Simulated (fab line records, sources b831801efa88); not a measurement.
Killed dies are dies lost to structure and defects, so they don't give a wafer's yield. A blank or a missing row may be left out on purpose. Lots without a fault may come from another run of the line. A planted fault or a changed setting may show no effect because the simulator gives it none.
fab line records | flow gf180mcu
record lots=6 wafers=17 last_day=34
route steps=602 shown STI@2
lots that met no fault: from a run of the same line without faults
start_h: hours from the record's first day to the start of the lot's first wafer shown | wait_h: hours since the lot's step before | " the same as in the row above | L1.1+2: a row that stands for several wafers | - no value, or no start given | * or withheld: withheld | < > ~ a bound
route shown NAME@n: a module of which the file shows steps, and the number in the route of the first | usual: mean/standard deviation of fault-free wafers | same: alike in all rows | chamber/n: place in a boat | sites: the reading at each site | _std_site: their standard deviation | _edge_site: outer sites' mean less inner sites' | radius_mm: how far each site lies from the wafer's centre | mask NAME#n: copy n | behind: the tool/chamber that last shaped the wafer | hold: why the lot was held/for how many hours/how that ended | device: the transistor (n, p or np) that didn't switch | end of line: the same wafers' tests at the end of the route | a step without rows: its recipe alone | killed: dies lost to structure and defects at the first sort, not the wafer's yield | map: a wafer's dies, x killed, . not, _ none there
set.NAME: the setting as run; set.NAME@STEP: as run at that earlier step | model.NAME: the simulator's own value behind a step, which no gauge read
lots at some steps of the route; a table a step, a row a wafer
services: from which hour (start_h, from the record's first day; less than 0 if before it) a tool's chamber was out of use, for how many hours, and why
## steps
# step GF_STI_OXIDATION_01
# recipe temp_c=900 ambient=O2 stabilise_s=600 purge_s=300 target_thk_a=100 ox_time_s=1418
# step GF_STI_THK_MEAS_02
# recipe reads=SiO2_of_STI_OXIDATION_01
# usual STI_OXIDATION_THK=10.02/0.19
# columns lot.wafer tool chamber start_h wait_h STI_OXIDATION_THK[nm]
L597.3 film_metro-03 - 26.76 0.0 9.92
L597.5 " - " " 9.76
L597.6 " - " " 9.91
L600.1 film_metro-03 - 41.51 0.0 10.02
L600.2 " - " " 9.72
L609.1 film_metro-03 - 88.79 0.0 9.94
L609.4 " - " " 9.95
L609.6 " - " " 9.85
L612.1 film_metro-03 - 101.51 0.0 9.99
L612.2 " - " " 9.89
L612.5 " - " " 9.82
L613.1 film_metro-04 - 106.51 0.0 10.35
L613.5 " - " " 10.19
L613.6 " - " " 10.12
L617.1 film_metro-04 - 126.51 0.0 9.93
L617.4 " - " " 9.84
L617.5 " - " " 9.87
# step GF_STI_CVD_03
# recipe material=Si3N4 precursor=DCS/NH3 target_thk_nm=207.16 temp_c=770 time_s=3551 pressure_mtorr=250
# step GF_STI_THK_MEAS_04
# recipe reads=Si3N4_of_STI_CVD_03
# usual STI_CVD_03_THK=209.1/2.1
# columns lot.wafer tool chamber start_h wait_h STI_CVD_03_THK[nm]
L597.3 film_metro-04 - 28.80 0.0 208.8
L597.5 " - " " 207.4
L597.6 " - " " 208.8
L600.1 film_metro-04 - 45.06 0.0 210.7
L600.2 " - " " 209.0
L609.1 film_metro-02 - 91.83 0.0 210.2
L609.4 " - " " 209.5
L609.6 " - " " 210.2
L612.1 film_metro-02 - 103.56 0.0 209.9
L612.2 " - " " 205.9
L612.5 " - " " 207.6
L613.1 film_metro-02 - 108.56 0.0 205.9
L613.5 " - " " 208.7
L613.6 " - " " 205.8
L617.1 film_metro-04 - 128.56 0.0 211.6
L617.4 " - " " 210.2
L617.5 " - " " 212.0
# step GF_STI_DEHYDRATE_05
# recipe temp_c=200 time_s=60
# step GF_STI_HMDS_06
# recipe prime_time_s=60 prime_temp_c=120
# step GF_STI_COAT_07
# recipe resist=KrF spin_rpm=withheld resist_thk_nm=700
# step GF_STI_SOFTBAKE_08
# recipe temp_c=130 time_s=60 resist=KrF
# step GF_STI_EXPOSE_09
# recipe mask_id=COMP target_cd_nm=220 na=0.68 source_shape=conventional sigma_outer=0.6 dose_mj=28
# step GF_STI_PEB_10
# recipe peb_temp_c=135 peb_time_s=90 resist=KrF
# step GF_STI_DEVELOP_11
# recipe develop_time_s=60 dev_temp_c=21
# step GF_STI_CD_MEAS_12
# recipe target_cd_nm=220
# usual cd_nm=219.9/1.1
# columns lot.wafer tool chamber start_h wait_h cd_nm
L597.3 cd_sem-02 - 40.65 0.1 221.2
L597.5 " - " " 222.4
L597.6 " - " " 221.5
L600.1 cd_sem-02 - 57.32 0.1 218.9
L600.2 " - " " 219.6
L609.1 cd_sem-02 - 105.06 0.1 220.5
L609.4 " - " " 219.3
L609.6 " - " " 220.2
L612.1 cd_sem-02 - 118.31 0.1 221.1
L612.2 " - " " 222.5
L612.5 " - " " 221.8
L613.1 cd_sem-01 - 122.96 0.1 220.3
L613.5 " - " " 218.8
L613.6 " - " " 218.5
L617.1 cd_sem-01 - 143.61 0.1 220.1
L617.4 " - " " 219.4
L617.5 " - " " 220.2
# step GF_STI_ETCH_13
# recipe chemistry=CHF3/O2 stop_on=Si over_etch_frac=0.3 target_depth_a=2823.1 source_w=600 bias_w=200 pressure_mtorr=40 chf3_flow_sccm=50 O2_flow_sccm=5 time_s=112.9
# usual drypump_motor_current_A=5.7/0.47 oes_product_au=0.836/0.0059 over_etch_frac=0.3/0 throttle_valve_pct=8.813/0.0089
# columns lot.wafer tool chamber start_h wait_h drypump_motor_current_A oes_product_au over_etch_frac rf_hours_counter_h throttle_valve_pct model.KrF_of_STI_COAT_07.thk_nm
L597.3 rie_diel-01 2 40.77 0.1 6.6 0.838 0.3 - 8.805 441
L597.5 " 3 " " 4.9 0.831 0.3 - 8.807 442.6
L597.6 " 2 " " 6.5 0.737 0.64449 - 8.792 376.1
L600.1 rie_diel-01 3 57.44 0.1 4.9 0.836 0.3 115 8.822 441.5
L600.2 " 2 " " 6.5 0.740 0.64449 170 8.790 377.3
L609.1 rie_diel-02 1 105.18 0.1 5.4 0.830 0.3 119 8.810 437.1
L609.4 " 3 " " 6.0 0.831 0.3 152 8.831 438.2
L609.6 " 0 " " 6.1 0.835 0.3 - 8.801 435.4
L612.1 rie_diel-01 0 118.43 0.1 5.9 0.844 0.3 7 8.815 444.8
L612.2 " 1 " " 6.3 0.832 0.3 137 8.822 434.8
L612.5 " 0 " " 6.0 0.829 0.3 - 8.817 443
L613.1 rie_diel-04 0 123.08 0.1 6.1 0.831 0.3 128 8.807 444.1
L613.5 " 0 " " 6.1 0.838 0.3 - 8.816 437.9
L613.6 " 3 " " 5.4 0.821 0.3 - 8.805 445.6
L617.1 rie_diel-04 1 143.73 0.1 5.7 0.836 0.3 8 8.801 436.7
L617.4 " 2 " " 5.5 0.842 0.3 3 8.815 449
L617.5 " 3 " " 5.4 0.843 0.3 - 8.816 449.1
# step GF_STI_ETCH_14
# recipe target=Si chemistry=HBr/Cl2/O2 target_depth_nm=360 icp_w=600 bias_w=150 pressure_mtorr=15 HBr_flow_sccm=150 Cl2_flow_sccm=40 O2_flow_sccm=6 time_s=102.9
# usual drypump_motor_current_A=5.4/0.46 oes_product_au=0.994/0.011 throttle_valve_pct=25.662/0.012
# columns lot.wafer tool chamber start_h wait_h drypump_motor_current_A oes_product_au rf_hours_counter_h throttle_valve_pct model.KrF_of_STI_COAT_07.thk_nm
L597.3 rie_si-02 1 40.85 0.0 5.4 0.992 85 25.677 321
L597.5 " 1 " " 5.4 1.005 - 25.657 322
L597.6 " 3 " " 6.2 0.996 - 25.659 256.3
L600.1 rie_si-02 0 57.51 0.0 5.6 0.983 0 25.668 324.7
L600.2 " 2 " " 4.8 0.983 90 25.664 260.8
L609.1 rie_si-01 2 105.26 0.0 5.2 0.977 132 25.676 320.8
L609.4 " 0 " " 5.0 0.995 43 25.657 319.1
L609.6 " 0 " " 5.0 0.989 - 25.662 316.7
L612.1 rie_si-02 3 118.51 0.0 6.2 0.996 1 25.651 324.7
L612.2 " 1 " " 5.4 1.004 86 25.650 314.4
L612.5 " 2 " " 4.8 0.992 - 25.649 324.3
L613.1 rie_si-01 2 123.16 0.0 5.2 0.978 132 25.679 328.6
L613.5 " 3 " " 5.4 0.999 - 25.666 319
L613.6 " 0 " " 5.0 0.991 - 25.662 328.1
L617.1 rie_si-01 0 143.81 0.0 5.0 1.003 43 25.645 316.4
L617.4 " 1 " " 6.1 1.010 4 25.656 326.3
L617.5 " 1 " " 6.1 1.009 - 25.656 327.8
# step GF_STI_STRIP_15
# recipe chemistry=O2/N2 power_w=1400 pressure_mtorr=1500 platen_temp_c=250 o2_flow_sccm=3000 n2_flow_sccm=300 overash_fraction=0.5
# usual drypump_motor_current_A=5.8/0.55 heater_power_w=353/38 oes_product_au=0.385/0.0048 strip_time_to_endpoint_s=3.77/0.059
# columns lot.wafer tool chamber start_h wait_h drypump_motor_current_A heater_power_w oes_product_au rf_hours_counter_h strip_time_to_endpoint_s
L597.3 plasma_asher-02 0 40.96 0.1 5.2 346 0.392 - 3.74
L597.5 " 0 " " 5.2 343 0.382 - 3.77
L597.6 " 1 " " 6.8 331 0.365 - 3.03
L600.1 plasma_asher-02 1 57.59 0.0 6.7 334 0.386 41 3.78
L600.2 " 0 " " 5.2 349 0.362 41 3.10
L609.1 plasma_asher-01 1 105.34 0.0 5.4 315 0.384 42 3.73
L609.4 " 0 " " 5.6 420 0.381 - 3.71
L609.6 " 0 " " 5.6 416 0.377 - 3.69
L612.1 plasma_asher-01 0 118.59 0.0 5.7 422 0.387 43 3.77
L612.2 " 1 " " 5.4 303 0.387 43 3.67
L612.5 " 1 " " 5.4 308 0.385 - 3.78
L613.1 plasma_asher-01 1 123.23 0.0 5.4 318 0.389 44 3.83
L613.5 " 1 " " 5.4 311 0.382 - 3.72
L613.6 " 0 " " 5.6 435 0.386 - 3.81
L617.1 plasma_asher-03 0 143.88 0.0 5.7 340 0.380 34 3.69
L617.4 " 0 " " 5.7 327 0.389 - 3.80
L617.5 " 0 " " 5.7 329 0.390 - 3.82
# step GF_STI_CLEAN_16
# recipe chemistry=dHF time_s=25 dilution=100:1
## services
# columns tool chamber start_h hours kind
rie_diel-04 2 23.02 - clean
rie_diel-04 2 23.02 16.9 scheduled_down
rie_diel-04 2 23.02 16.9 vent_cycle
rie_si-02 0 29.67 - clean
rie_si-02 0 29.67 14.1 scheduled_down
rie_si-02 0 29.67 14.1 vent_cycle
rie_si-01 3 30.84 15.7 repair
rie_diel-01 0 33.07 9.5 repair
rie_diel-01 1 36.04 26.0 repair
plasma_asher-03 - 40.96 2.4 repair
plasma_asher-01 - 52.69 14.6 pm
plasma_asher-03 - 61.32 2.8 pm
rie_diel-01 2 78.17 - clean
rie_diel-01 2 78.17 42.3 scheduled_down
rie_diel-01 2 78.17 42.3 vent_cycle
rie_si-01 1 85.46 2.9 repair
rie_diel-01 - 90.56 0.5 repair
plasma_asher-03 - 95.71 6.5 repair
plasma_asher-03 - 99.01 0.9 repair
rie_si-01 0 113.42 3.6 repair
rie_diel-02 - 137.82 2.8 pm
## key
first_sign step=GF_STI_ETCH_13 reading=over_etch_frac direction=up sigmas=99+ usual=0.3 struck=0.64449
effect step=GF_STI_ETCH_13 reading=oes_product_au direction=down sigmas=17 usual=0.836 struck=0.739
effect step=GF_STI_STRIP_15 reading=strip_time_to_endpoint_s direction=down sigmas=12 usual=* struck=*
model_effect step=GF_STI_ETCH_13 value=KrF_of_STI_COAT_07.thk_nm without=441.6 struck=376.7
model_effect step=GF_STI_ETCH_14 value=KrF_of_STI_COAT_07.thk_nm without=323.4 struck=258.5
met_at GF_STI_ETCH_13
struck_wafers L597.6,L600.2
tester_left_out L597,L600
fault kind=process_parameter_drift tool=rie_diel-01 chamber=- onset_h=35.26 steps=GF_STI_ETCH_13 channel=over_etch_frac offset=0.34449 shape=step end_h=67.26 scope=struck_wafers_only stated=0.3
# tester_left_out: of these lots the tester's yield and bins aren't shown, on N5 and GAA mostly nor the transistor test; their killed dies are dies lost to structure and defects alone, not to doping, threshold or leakage, so they don't give the yield
